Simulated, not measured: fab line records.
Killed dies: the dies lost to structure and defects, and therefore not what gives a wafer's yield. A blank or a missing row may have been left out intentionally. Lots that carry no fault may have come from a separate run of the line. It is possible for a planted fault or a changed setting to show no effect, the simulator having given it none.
fab line records	flow sky130
record lots=7	wafers=21	last_day=48
route steps=708 shown POLY_GATE@235 LDD_N@237 PAD_OPEN@708
lots with no fault: from the same line, run without faults
start_h: start of the lot's first displayed wafer, in hours after the record's first day	wait_h: hours from the lot's prior step to this one	" the same as in the row above	L1.1+2: a row that stands for several wafers	- value missing, or start not given	* or withheld: withheld	< > ~ a bound
route shown NAME@n: names a module that has steps shown in the file, with the first one's number in the route	usual: mean/standard deviation of fault-free wafers	same: alike in all rows	chamber/n: place in a boat	sites: per-site readings	_std_site: standard deviation of those values	_edge_site: the outer-site mean with the inner-site mean subtracted	radius_mm: for every site, how far away it sits from the centre of the wafer	mask NAME#n: copy n	behind: the tool/chamber that last shaped the wafer	hold: reason for holding the lot/hours on hold/outcome of the hold	device: names the non-switching transistor (n, p or np)	end of line: tests of these same wafers at the route's end	step lacking rows: just its recipe	killed: dies lost to structure and defects at the first sort, not the wafer's yield	map: dies across one wafer; x = killed, . = not, _ = none there
set.NAME: the run value of the setting; set.NAME@STEP: its run value at that earlier step	model.NAME: the simulator's own value behind a step, which no gauge read
a table for each step, a row for each wafer; lots at some steps of the route
services: when a tool's chamber went out of use (start_h, in hours from the record's first day, below 0 if earlier), for how many hours, and the reason
## steps
# step SKY_POLY_GATE_THK_MEAS_21
# recipe reads=SiO2_of_POLY_GATE_OXIDATION_20
# usual POLY_GATE_OXIDATION_THK=4.00/0.092
lot.wafer	tool	chamber	start_h	wait_h	POLY_GATE_OXIDATION_THK[nm]
L307.2	film_metro-01	-	359.30	0.0	4.11
L307.3	"	-	"	"	3.99
L307.6	"	-	"	"	4.07
L311.3	film_metro-01	-	392.90	0.0	3.97
L311.4	"	-	"	"	3.97
L311.5	"	-	"	"	3.95
L313.2	film_metro-04	-	422.98	0.0	3.90
L313.5	"	-	"	"	3.97
L313.6	"	-	"	"	3.97
L315.4	film_metro-01	-	440.24	0.0	3.91
L315.5	"	-	"	"	3.93
L315.6	"	-	"	"	3.98
L318.2	film_metro-02	-	471.23	0.0	4.20
L318.3	"	-	"	"	4.17
L318.4	"	-	"	"	4.09
L320.2	film_metro-01	-	479.61	0.0	3.98
L320.3	"	-	"	"	4.04
L320.5	"	-	"	"	4.09
L321.1	film_metro-04	-	495.47	0.0	4.15
L321.2	"	-	"	"	4.09
L321.3	"	-	"	"	4.08
# step SKY_POLY_GATE_CD_MEAS_22
# usual cd_nm=150.8/2.6
lot.wafer	tool	chamber	start_h	wait_h	cd_nm
L307.2	cd_sem-02	-	359.38	0.1	149.1
L307.3	"	-	"	"	154.6
L307.6	"	-	"	"	147.4
L311.3	cd_sem-02	-	393.00	0.1	148.5
L311.4	"	-	"	"	146.8
L311.5	"	-	"	"	152.3
L313.2	cd_sem-01	-	423.06	0.1	147.0
L313.5	"	-	"	"	147.5
L313.6	"	-	"	"	149.0
L315.4	cd_sem-02	-	440.35	0.1	149.6
L315.5	"	-	"	"	151.4
L315.6	"	-	"	"	150.1
L318.2	cd_sem-02	-	471.30	0.1	153.7
L318.3	"	-	"	"	153.5
L318.4	"	-	"	"	154.9
L320.2	cd_sem-02	-	479.69	0.1	154.5
L320.3	"	-	"	"	148.7
L320.5	"	-	"	"	147.6
L321.1	cd_sem-01	-	495.53	0.1	151.7
L321.2	"	-	"	"	152.3
L321.3	"	-	"	"	150.4
# step SKY_LDD_N_DEHYDRATE_00
# recipe temp_c=200	time_s=60
# step SKY_LDD_N_HMDS_01
# recipe prime_time_s=60	prime_temp_c=120
# step SKY_LDD_N_COAT_02
# recipe resist=NOVOLAK	spin_rpm=3000	resist_thk_nm=300
# step SKY_LDD_N_SOFTBAKE_03
# recipe temp_c=90	time_s=60	resist=NOVOLAK
# step SKY_LDD_N_EXPOSE_04
# recipe mask_id=NTM	target_cd_nm=840	na=0.6	source_shape=conventional	sigma_outer=0.6	dose_mj=110
# step SKY_LDD_N_PEB_05
# recipe temp_c=withheld	time_s=*	resist=NOVOLAK
# step SKY_LDD_N_DEVELOP_06
# recipe develop_time_s=60	dev_temp_c=23
# step SKY_LDD_N_OVL_MEAS_07
# usual LDD_N_OVL=0.3/1.3
lot.wafer	tool	chamber	start_h	wait_h	LDD_N_OVL[nm]
L307.2	overlay-01	-	387.53	0.1	0.6
L307.3	"	-	"	"	1.6
L307.6	"	-	"	"	1.0
L311.3	overlay-01	-	421.49	0.1	1.7
L311.4	"	-	"	"	1.0
L311.5	"	-	"	"	0.8
L313.2	overlay-01	-	453.87	0.1	-0.4
L313.5	"	-	"	"	-1.0
L313.6	"	-	"	"	0.8
L315.4	overlay-01	-	471.14	0.1	1.5
L315.5	"	-	"	"	-1.3
L315.6	"	-	"	"	0.4
L318.2	overlay-02	-	501.54	0.1	-2.6
L318.3	"	-	"	"	-0.9
L318.4	"	-	"	"	-1.7
L320.2	overlay-01	-	510.69	0.1	-2.6
L320.3	"	-	"	"	-2.2
L320.5	"	-	"	"	0.0
L321.1	overlay-02	-	525.93	0.1	0.0
L321.2	"	-	"	"	1.5
L321.3	"	-	"	"	0.3
# step SKY_LDD_N_IMPLANT_08
# recipe species=As	energy_kev=20	dose_cm2=7.5e+13	tilt_deg=withheld	rotation_deg=23
# step SKY_LDD_N_IMPLANT_09
# recipe species=As	energy_kev=20	dose_cm2=7.5e+13	tilt_deg=withheld	rotation_deg=113
# step SKY_LDD_N_IMPLANT_10
# recipe species=As	energy_kev=20	dose_cm2=7.5e+13	tilt_deg=withheld	rotation_deg=203
# usual implant_ion_amu=75/0
lot.wafer	tool	chamber	start_h	wait_h	implant_ion_amu	model.implant.rp_nm	model.implant.drp_nm
L307.2	implanter-03	0	387.89	0.1	75	15.98	7.212
L307.3	"	0	"	"	75	15.98	7.212
L307.6	"	0	"	"	75	15.98	7.212
L311.3	implanter-04	0	421.86	0.1	75	15.94	7.212
L311.4	"	0	"	"	75	15.94	7.212
L311.5	"	0	"	"	75	15.94	7.212
L313.2	implanter-01	0	454.22	0.1	75	15.44	7.212
L313.5	"	0	"	"	75	15.44	7.212
L313.6	"	0	"	"	75	15.44	7.212
L315.4	implanter-03	0	471.54	0.1	75	15.82	7.212
L315.5	"	0	"	"	75	15.82	7.212
L315.6	"	0	"	"	75	15.82	7.212
L318.2	implanter-01	0	501.90	0.1	31	26.84	12.97
L318.3	"	0	"	"	31	26.84	12.97
L318.4	"	0	"	"	31	26.84	12.97
L320.2	implanter-01	0	511.05	0.1	31	27.82	12.97
L320.3	"	0	"	"	31	27.82	12.97
L320.5	"	0	"	"	31	27.82	12.97
L321.1	implanter-04	0	526.26	0.1	31	27.75	12.97
L321.2	"	0	"	"	31	27.75	12.97
L321.3	"	0	"	"	31	27.75	12.97
# step SKY_LDD_N_IMPLANT_11
# recipe species=As	energy_kev=20	dose_cm2=7.5e+13	tilt_deg=withheld	rotation_deg=293
# step SKY_LDD_N_IMPLANT_12
# recipe species=BF2	energy_kev=50	dose_cm2=5e+12	tilt_deg=30	rotation_deg=0
# step SKY_LDD_N_IMPLANT_13
# recipe species=BF2	energy_kev=50	dose_cm2=5e+12	tilt_deg=30	rotation_deg=90
# step SKY_LDD_N_IMPLANT_14
# recipe species=BF2	energy_kev=50	dose_cm2=5e+12	tilt_deg=30	rotation_deg=180
# step SKY_LDD_N_IMPLANT_15
# recipe species=BF2	energy_kev=50	dose_cm2=5e+12	tilt_deg=30	rotation_deg=270
# step SKY_LDD_N_STRIP_16
# recipe chemistry=O2/N2	power_w=1400	pressure_mtorr=1500	platen_temp_c=withheld	o2_flow_sccm=3000	n2_flow_sccm=300	overash_fraction=0.5
# usual drypump_motor_current_A=5.6/0.45	oes_product_au=0.407/0.0047	strip_time_to_endpoint_s=4.320/0.019
lot.wafer	tool	chamber	start_h	wait_h	drypump_motor_current_A	oes_product_au	rf_hours_counter_h	strip_time_to_endpoint_s
L307.2	plasma_asher-04	0	388.76	0.1	6.0	0.405	67	4.293
L307.3	"	1	"	"	5.8	0.413	-	4.317
L307.6	"	1	"	"	5.8	0.399	-	4.327
L311.3	plasma_asher-04	0	422.75	0.1	6.0	0.406	-	4.330
L311.4	"	1	"	"	5.8	0.412	-	4.354
L311.5	"	1	"	"	5.8	0.409	-	4.337
L313.2	plasma_asher-04	1	455.10	0.1	5.8	0.410	74	4.328
L313.5	"	1	"	"	5.8	0.411	-	4.333
L313.6	"	0	"	"	6.0	0.407	-	4.335
L315.4	plasma_asher-01	0	472.40	0.1	5.0	0.404	-	4.313
L315.5	"	0	"	"	5.0	0.412	-	4.307
L315.6	"	1	"	"	5.8	0.402	-	4.331
L318.2	plasma_asher-01	0	502.77	0.1	5.0	0.411	39	4.231
L318.3	"	0	"	"	5.0	0.402	-	4.225
L318.4	"	1	"	"	5.8	0.398	-	4.206
L320.2	plasma_asher-02	0	511.92	0.1	6.4	0.402	71	4.256
L320.3	"	0	"	"	6.3	0.407	-	4.235
L320.5	"	0	"	"	6.3	0.412	-	4.213
L321.1	plasma_asher-01	0	527.16	0.1	4.9	0.406	41	4.236
L321.2	"	1	"	"	5.8	0.400	41	4.241
L321.3	"	1	"	"	5.8	0.408	-	4.244
# step SKY_LDD_N_TW_MEAS_17
# usual LDD_N_TW=2583/24
lot.wafer	tool	chamber	start_h	wait_h	LDD_N_TW
L307.2	film_metro-03	-	388.87	0.1	2583
L307.3	"	-	"	"	2572
L307.6	"	-	"	"	2570
L311.3	film_metro-02	-	422.83	0.1	2584
L311.4	"	-	"	"	2591
L311.5	"	-	"	"	2588
L313.2	film_metro-04	-	455.21	0.1	2596
L313.5	"	-	"	"	2600
L313.6	"	-	"	"	2594
L315.4	film_metro-02	-	472.49	0.1	2594
L315.5	"	-	"	"	2582
L315.6	"	-	"	"	2572
L318.2	film_metro-02	-	502.88	0.1	2537
L318.3	"	-	"	"	2531
L318.4	"	-	"	"	2530
L320.2	film_metro-02	-	512.03	0.1	2537
L320.3	"	-	"	"	2536
L320.5	"	-	"	"	2534
L321.1	film_metro-04	-	527.26	0.1	2558
L321.2	"	-	"	"	2571
L321.3	"	-	"	"	2564
# step SKY_PAD_OPEN_PROBE_99
# usual killed_at_M0_to_M3=43/7.3	killed_at_M4_up=3.0/2	killed_at_contacts=24/5.2	killed_at_front_end=15/4.4	killed_at_other=0.2/0.48	killed_dies=86/9.1	killed_open=47/7.3	killed_short=38/6.4
# same gross_dies=492	killed_at_back_side=0
lot.wafer	tool	chamber	start_h	wait_h	killed_at_M0_to_M3	killed_at_M4_up	killed_at_contacts	killed_at_front_end	killed_at_other	killed_dies	killed_open	killed_short	model.etest.tip_n.rs_ohm_sq	model.etest.nfet_01v8_lvt.drive_ua_um	model.etest.nfet_01v8_turned.drive_ua_um	model.etest.nfet_01v8.drive_ua_um	model.etest.sram_nfet_pass.drive_ua_um	model.etest.nfet_01v8_swapped.drive_ua_um	model.etest.nfet_01v8.r_on_ohm_um	model.etest.res_ndiff.rs_ohm_sq
L307.2	prober-02	-	1066.16	0.1	41	1	22	13	0	77	39	38	437.3	560.7	499.1	493.7	474.4	499.2	843.1	121.4
L307.3	prober-02	-	1066.21	0.2	51	1	22	16	0	90	46	42	437.7	561	500.5	491.6	479.5	498.1	865.6	121.5
L307.6	prober-02	-	1066.36	0.2	40	2	30	15	0	87	57	30	437.5	560.7	494.9	494	476.3	496.7	847.2	120.8
L311.3	prober-02	-	1090.64	0.2	35	2	38	16	0	91	62	29	434.4	591.8	517.8	519	503.3	518.6	813.7	119.8
L311.4	prober-02	-	1090.69	0.2	44	6	29	13	1	93	49	41	436.9	587.8	514.7	514.1	486.1	516.7	811.9	121.4
L311.5	prober-02	-	1090.74	0.2	44	3	36	20	1	104	45	56	437.1	584.2	504.4	513.2	505.8	507.8	821.2	121.3
L313.2	prober-02	-	1108.91	0.1	46	2	26	13	0	87	50	36	441.5	581.1	513.8	505.7	504.6	512.6	812.5	119
L313.5	prober-02	-	1109.06	0.2	35	2	19	13	0	69	43	26	441.9	579.2	504.5	502	501.4	499.3	818.7	118.5
L313.6	prober-02	-	1109.11	0.2	36	4	23	7	0	70	34	36	446.5	569.4	497.3	496.1	465.3	495.4	842.6	118.1
L315.4	prober-02	-	1117.61	0.2	48	1	25	22	0	96	63	32	439.6	570.5	498.4	502.5	478.3	494.6	833.1	121.1
L315.5	prober-02	-	1117.66	0.2	53	2	24	13	0	92	42	50	439.3	573	500.1	500.8	472.8	499.1	836.5	121.4
L315.6	prober-02	-	1117.71	0.2	60	4	20	12	0	96	60	36	441.9	564.2	494.3	490.5	478.6	493.4	846.4	121.4
L318.2	prober-02	-	1139.47	0.1	46	6	20	19	0	91	55	36	393.3	606.8	532.8	527.2	500.1	526.7	819.5	118
L318.3	prober-02	-	1139.52	0.2	47	3	17	19	0	86	42	44	392.1	612.8	541.9	533.4	519.6	528.8	811.9	118.3
L318.4	prober-02	-	1139.57	0.2	43	1	19	18	1	82	49	33	391.5	597.8	521.6	524.4	514.6	520.5	836.3	118.2
L320.2	prober-01	-	1149.57	0.1	45	1	21	16	0	83	49	34	388.1	610.2	539.8	532.3	527.1	529.3	819.8	116.9
L320.3	prober-01	-	1149.62	0.2	47	3	25	12	1	88	56	32	388.1	623.5	545.2	538.2	538.5	538.5	797	117.2
L320.5	prober-01	-	1149.72	0.2	50	1	18	19	0	88	48	40	388.8	629.2	560.6	553.6	549.9	556.6	787.7	116.8
L321.1	prober-02	-	1154.81	0.1	38	3	27	18	0	86	43	42	389.8	629.2	556.3	553.5	548	550.4	791.3	116
L321.2	prober-02	-	1154.86	0.1	44	4	30	14	0	92	44	46	388.9	630.8	562.6	557.5	561.4	552.2	791.9	116.3
L321.3	prober-02	-	1154.91	0.2	41	0	25	10	0	76	43	33	390.1	631.1	564.2	551.9	561.2	546.2	790.9	117.1
# killed by level:class
L307.2 VIA1:geometric_particle:open=13 LI_CONTACT:geometric_particle:open=8 METAL1:geometric_particle:short=8 FIELD_ISO:geometric_particle:short=6 VIA1:geometric_particle:short=6 CONTACT:geometric_particle:short=5 CONTACT:geometric_particle:open=5 POLY_GATE:geometric_particle:short=4
L307.3 VIA2:geometric_particle:open=11 VIA3:geometric_particle:open=9 CONTACT:geometric_particle:open=8 LI_CONTACT:geometric_particle:short=6 VIA1:geometric_particle:open=6 METAL1:geometric_particle:short=5 METAL2:geometric_particle:short=5 VIA3:geometric_particle:short=5
L307.6 VIA1:geometric_particle:open=13 LI_CONTACT:geometric_particle:open=9 VIA2:geometric_particle:open=9 CONTACT:geometric_particle:open=8 VIA3:geometric_particle:open=6 LOCAL_INTERCONNECT:geometric_particle:short=5 POLY_GATE:geometric_particle:open=4 CONTACT:geometric_particle:short=4
L311.3 LI_CONTACT:geometric_particle:open=15 CONTACT:geometric_particle:open=12 VIA2:geometric_particle:open=9 VIA3:geometric_particle:open=8 FIELD_ISO:geometric_particle:open=6 VIA1:geometric_particle:open=6 METAL1:geometric_particle:short=4 LI_CONTACT:geometric_particle:short=4
L311.4 CONTACT:geometric_particle:open=15 METAL1:geometric_particle:short=9 VIA1:geometric_particle:open=9 VIA1:geometric_particle:short=9 VIA2:geometric_particle:open=6 LI_CONTACT:geometric_particle:open=6 METAL4:geometric_particle:short=4 FIELD_ISO:geometric_particle:open=3
L311.5 VIA1:geometric_particle:open=13 CONTACT:geometric_particle:open=10 CONTACT:geometric_particle:short=9 LI_CONTACT:geometric_particle:open=6 LI_CONTACT:geometric_particle:short=5 VIA1:geometric_particle:short=5 POLY_GATE:geometric_particle:short=5 LOCAL_INTERCONNECT:geometric_particle:short=5
L313.2 CONTACT:geometric_particle:open=10 VIA1:geometric_particle:open=8 LI_CONTACT:geometric_particle:open=7 VIA2:geometric_particle:open=7 FIELD_ISO:geometric_particle:open=6 VIA1:geometric_particle:short=6 VIA3:geometric_particle:open=6 CONTACT:geometric_particle:short=5
L313.5 VIA2:geometric_particle:open=10 LI_CONTACT:geometric_particle:open=7 CONTACT:geometric_particle:open=6 METAL2:geometric_particle:short=5 VIA3:geometric_particle:open=5 FIELD_ISO:geometric_particle:open=4 FIELD_ISO:geometric_particle:short=4 METAL1:geometric_particle:short=4
L313.6 VIA1:geometric_particle:open=8 CONTACT:geometric_particle:open=7 CONTACT:geometric_particle:short=7 VIA2:geometric_particle:open=6 LOCAL_INTERCONNECT:geometric_particle:short=4 VIA2:geometric_particle:short=4 FIELD_ISO:geometric_particle:open=3 LI_CONTACT:geometric_particle:open=3
L315.4 VIA1:geometric_particle:open=11 LI_CONTACT:geometric_particle:open=10 CONTACT:geometric_particle:open=9 METAL1:geometric_particle:short=8 POLY_GATE:geometric_particle:open=6 FIELD_ISO:geometric_particle:open=5 VIA3:geometric_particle:open=5 METAL1:geometric_particle:open=4
L315.5 METAL1:geometric_particle:short=18 CONTACT:geometric_particle:open=10 LI_CONTACT:geometric_particle:open=8 VIA1:geometric_particle:short=5 VIA1:geometric_particle:open=5 VIA3:geometric_particle:open=5 POLY_GATE:geometric_particle:short=4 VIA2:geometric_particle:short=4
L315.6 VIA1:geometric_particle:open=14 VIA2:geometric_particle:open=11 CONTACT:geometric_particle:open=9 LI_CONTACT:geometric_particle:open=7 VIA3:geometric_particle:open=7 METAL2:geometric_particle:short=6 METAL1:geometric_particle:short=6 CONTACT:geometric_particle:short=4
L318.2 POLY_GATE:geometric_particle:open=10 VIA1:geometric_particle:open=10 VIA2:geometric_particle:open=8 LI_CONTACT:geometric_particle:open=7 VIA3:geometric_particle:open=7 VIA1:geometric_particle:short=6 VIA2:geometric_particle:short=5 FIELD_ISO:geometric_particle:open=4
L318.3 VIA1:geometric_particle:open=10 METAL2:geometric_particle:short=8 FIELD_ISO:geometric_particle:short=7 VIA3:geometric_particle:open=7 POLY_GATE:geometric_particle:open=6 CONTACT:geometric_particle:open=6 METAL3:geometric_particle:short=5 VIA2:geometric_particle:open=4
L318.4 VIA2:geometric_particle:open=12 VIA1:geometric_particle:open=8 FIELD_ISO:geometric_particle:short=6 POLY_GATE:geometric_particle:open=6 CONTACT:geometric_particle:open=5 LI_CONTACT:geometric_particle:open=5 FIELD_ISO:geometric_particle:open=4 METAL2:geometric_particle:short=4
L320.2 VIA1:geometric_particle:open=14 CONTACT:geometric_particle:open=8 VIA3:geometric_particle:open=6 VIA2:geometric_particle:open=6 CONTACT:geometric_particle:short=5 FIELD_ISO:geometric_particle:short=4 FIELD_ISO:geometric_particle:open=4 METAL1:geometric_particle:short=4
L320.3 VIA1:geometric_particle:open=15 CONTACT:geometric_particle:open=10 VIA3:geometric_particle:open=9 VIA2:geometric_particle:open=5 LI_CONTACT:geometric_particle:open=5 VIA1:geometric_particle:short=5 CONTACT:geometric_particle:short=5 METAL1:geometric_particle:short=4
L320.5 VIA1:geometric_particle:open=11 CONTACT:geometric_particle:open=9 VIA2:geometric_particle:open=8 VIA3:geometric_particle:open=7 VIA2:geometric_particle:short=6 FIELD_ISO:geometric_particle:open=5 METAL3:geometric_particle:short=5 POLY_GATE:geometric_particle:short=4
L321.1 CONTACT:geometric_particle:open=11 VIA1:geometric_particle:open=11 LI_CONTACT:geometric_particle:open=7 METAL2:geometric_particle:short=6 VIA3:geometric_particle:open=6 FIELD_ISO:geometric_particle:short=5 FIELD_ISO:geometric_particle:open=5 POLY_GATE:geometric_particle:short=4
L321.2 VIA1:geometric_particle:open=13 CONTACT:geometric_particle:open=12 VIA1:geometric_particle:short=7 METAL2:geometric_particle:short=7 LOCAL_INTERCONNECT:geometric_particle:short=6 LI_CONTACT:geometric_particle:short=5 POLY_GATE:geometric_particle:short=4 LI_CONTACT:geometric_particle:open=4
L321.3 CONTACT:geometric_particle:open=9 VIA1:geometric_particle:open=8 LI_CONTACT:geometric_particle:open=7 VIA2:geometric_particle:open=7 VIA1:geometric_particle:short=6 CONTACT:geometric_particle:short=5 VIA3:geometric_particle:open=5 METAL1:geometric_particle:short=4
## services
tool	chamber	start_h	hours	kind
implanter-04	-	376.01	1.0	repair
implanter-01	-	381.05	12.3	pm
implanter-03	-	396.24	1.2	repair
implanter-03	-	421.72	3.4	pm
implanter-03	-	445.17	5.9	repair
implanter-04	-	470.66	1.2	repair
implanter-04	-	512.64	12.1	repair
implanter-01	-	518.01	2.9	repair
implanter-03	-	519.18	1.3	repair
plasma_asher-02	-	524.82	5.3	repair
## key
first_sign step=SKY_LDD_N_IMPLANT_10	reading=implant_ion_amu	direction=down	sigmas=99+	usual=75	struck=31
effect step=SKY_LDD_N_STRIP_16	reading=strip_time_to_endpoint_s	direction=down	sigmas=4.7	usual=*	struck=*
effect step=SKY_LDD_N_TW_MEAS_17	reading=LDD_N_TW	direction=down	sigmas=1.6	usual=2583	struck=2544
model_effect step=SKY_LDD_N_IMPLANT_10	value=implant.rp_nm	without=15.61	struck=27.47
model_effect step=SKY_PAD_OPEN_PROBE_99	value=etest.tip_n.rs_ohm_sq	without=446.9	struck=390.1
met_at SKY_LDD_N_IMPLANT_10
struck_wafers L318.2,L318.3,L318.4,L320.2,L320.3,L320.5,L321.1,L321.2,L321.3
tester_left_out L318,L320,L321
onset_between 471.54 501.90
fault kind=wrong_recipe_download	tool=implanter-01,implanter-03,implanter-04	chamber=-	onset_h=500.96	steps=SKY_LDD_N_IMPLANT_10	wrong_recipe.not_listed=1
# tester_left_out: of these lots the tester's yield and bins aren't shown, on N5 and GAA mostly nor the transistor test; their killed dies are dies lost to structure and defects alone, not to doping, threshold or leakage, so they don't give the yield
